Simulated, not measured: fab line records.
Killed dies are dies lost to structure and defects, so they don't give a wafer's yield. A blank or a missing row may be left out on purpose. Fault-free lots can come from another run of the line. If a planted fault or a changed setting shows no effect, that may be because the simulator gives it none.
Matching of chambers    flow sky130    SKY_LI_CONTACT_ETCH_15 on rie_diel-01: 3 sister chambers
The step etches PSG in C4F8/O2/Ar, stops on Si, target depth 600 nm. 3 wafers are shown with their chamber, then 6 later ones without.

## WAFERS PAIRED WITH THEIR CHAMBERS
wafer   chamber  bias_w (W)
L081.2  2        1203
L081.5  0        1199
L084.1  3        1190

## WAFERS WITH NO CHAMBER GIVEN
wafer   bias_w (W)
L084.4  1198
L091.2  1199
L091.3  1203
L095.2  1199
L095.3  1202
L095.6  1198

## THE CHAMBER EACH PASSED THROUGH
wafer    from the rows above   in truth
L084.4   0                     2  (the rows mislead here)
L091.2   0                     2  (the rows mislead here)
L091.3   2                     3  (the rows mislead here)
L095.2   0                     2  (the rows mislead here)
L095.3   2                     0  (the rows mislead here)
L095.6   0                     0
Correct placement for 1 of the 6. Left unplaced by these rows: 0. Wrongly placed: 5.
How it was worked out, from the rows above alone: a wafer's distance from a chamber is the root of the sum, over the readings, of the square of ((its reading less the chamber's mean) divided by the reading's scatter). The wafer belongs to the nearest chamber; if the next one is less than 2 further off, it can't be placed. For every chamber, the mean is computed from those of its wafers that are shown. The scatter: with one shown wafer a chamber, the root of the mean of the squares of how far each hidden wafer lies from its nearest shown one.
